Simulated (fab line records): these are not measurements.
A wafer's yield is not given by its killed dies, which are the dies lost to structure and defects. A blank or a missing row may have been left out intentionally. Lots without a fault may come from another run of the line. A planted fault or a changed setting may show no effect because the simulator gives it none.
Which of the tools did it?    flow gf180mcu    72 wafers from 24 lots sampled at 3 of the route's 602 steps

## WHAT EACH GAUGE READ, for each wafer
GF_V2_OVL_MEAS_15. Usual: V2_OVL gives 0 nm (standard deviation 5.5).
lot   measured      on          V2_OVL (nm)  flag
L074  day 20 10:49  overlay-02  -1 2 7       
L075  day 21 04:12  overlay-01  -12 -1 -8    
L076  day 21 09:38  overlay-01  -2 2 -2      
L077  day 21 20:11  overlay-01  -3 -2 -7     
L078  day 22 02:41  overlay-01  1 -3 -2      
L079  day 22 18:03  overlay-01  1 -1 4       
L080  day 22 20:56  overlay-02  0 -2 2       
L081  day 23 17:41  overlay-01  -6 -3 0      
L082  day 23 23:46  overlay-02  5 7 -5       
L083  day 24 01:49  overlay-01  -10 -9 -11   
L084  day 24 12:07  overlay-02  -4 -9 -7     
L085  day 24 14:03  overlay-02  -2 3 1       
L086  day 25 02:36  overlay-02  -4 -8 -11    
L087  day 25 11:38  overlay-02  5 4 3        
L088  day 25 19:14  overlay-01  2 0 3        
L089  day 25 23:51  overlay-01  3 3 2        
L090  day 26 08:50  overlay-02  8 8 1        
L091  day 26 14:04  overlay-02  -5 -1 1      
L092  day 27 01:03  overlay-01  -4 -1 -3     
L093  day 27 04:59  overlay-02  9 12 7       
L094  day 27 11:26  overlay-01  7 2 1        
L095  day 27 22:09  overlay-01  2 8 7        
L096  day 28 00:33  overlay-01  3 -4 3       
L097  day 28 05:36  overlay-01  8 7 10       

GF_M3_OVL_MEAS_15. Usual: M3_OVL gives -1 nm (standard deviation 6.9).
lot   measured      on          M3_OVL (nm)  flag
L074  day 21 13:03  overlay-02  0 2 10       
L075  day 22 06:09  overlay-01  -5 2 -6      
L076  day 22 11:39  overlay-01  -6 -1 -1     
L077  day 22 21:53  overlay-01  -7 -3 -8     
L078  day 23 04:26  overlay-01  -8 -11 -11   
L079  day 23 18:22  overlay-02  0 -4 2       
L080  day 23 21:08  overlay-01  11 11 1      
L081  day 24 17:47  overlay-02  7 -4 6       
L082  day 24 23:31  overlay-01  14 5 6       
L083  day 25 01:51  overlay-01  12 7 9       
L084  day 25 11:55  overlay-02  -5 -2 -5     
L085  day 25 13:28  overlay-02  10 3 9       
L086  day 26 01:45  overlay-01  7 8 6        
L087  day 26 11:06  overlay-01  0 0 1        
L088  day 26 18:18  overlay-02  -13 -2 -5    
L089  day 26 22:33  overlay-01  -13 -13 -14  
L090  day 27 07:03  overlay-02  -9 -16 -11   
L091  day 27 12:08  overlay-02  -2 -2 -4     
L092  day 27 22:55  overlay-02  -2 5 -2      
L093  day 28 02:59  overlay-01  -12 -2 -2    
L094  day 28 08:56  overlay-01  3 5 -1       
L095  day 28 19:16  overlay-01  6 -1 -4      
L096  day 28 21:55  overlay-01  6 -1 1       
L097  day 29 02:40  overlay-01  -1 9 1       

GF_M4_OVL_MEAS_15. Usual: M4_OVL gives 0 nm (standard deviation 5.2).
lot   measured      on          M4_OVL (nm)  flag
L074  day 23 14:54  overlay-01  -11 -7 -8    
L075  day 24 07:11  overlay-01  -1 -8 -1     
L076  day 24 12:27  overlay-02  -2 -2 7      
L077  day 24 22:15  overlay-01  4 -6 -2      
L078  day 25 04:33  overlay-02  8 1 7        
L079  day 25 17:18  overlay-02  1 3 -3       
L080  day 25 20:53  overlay-01  3 3 4        
L081  day 26 15:20  overlay-01  6 7 5        
L082  day 26 21:05  overlay-01  -1 1 -4      
L083  day 26 23:30  overlay-01  1 3 5        
L084  day 27 08:41  overlay-01  2 0 -6       
L085  day 27 11:06  overlay-02  -1 1 -1      
L086  day 27 21:54  overlay-02  -2 -3 -5     
L087  day 28 06:59  overlay-01  -3 -8 -4     
L088  day 28 16:33  overlay-01  -2 5 1       
L089  day 28 18:37  overlay-01  1 3 -2       
L090  day 29 02:04  overlay-01  6 4 5        
L091  day 29 06:54  overlay-02  -5 -8 0      
L092  day 29 18:56  overlay-01  5 10 11      
L093  day 29 20:12  overlay-02  5 10 3       
L094  day 30 02:08  overlay-01  -3 -1 -2     
L095  day 30 12:18  overlay-02  4 8 2        
L096  day 30 14:20  overlay-01  -1 -9 1      
L097  day 30 20:03  overlay-01  5 -4 -2      

## TOOL THAT RAN EACH LOT (tool first, then ch and the chambers of the sampled wafers, then the start)
There is no process step in the record ahead of these readings.

## WHAT THE TOOLS THEMSELVES READ (means of the sampled wafers that have a number; where no wafer has one, the mark that the record gives instead)
The record holds no such reading with a usual standard deviation.

## THE ANSWER, worked out from the rows above alone
Rule: a lot counts as off when the mean over its wafers that have a number is more than 3 standard deviations away from the usual mean. A lot without any number at a reading at which 4 lots or more have one is off too. Any other lot the step has rows for is counted as sound. Order of review: gauges by route order, followed by the tools' own readings, for which a lot's mean as printed above is used. At the first step where some lot is off, the reading lying furthest off is the one used; lots without a number count as furthest.
No lot is off at any reading shown: from this, nothing can be told.

## WHAT THE SIMULATOR HAD INSERTED
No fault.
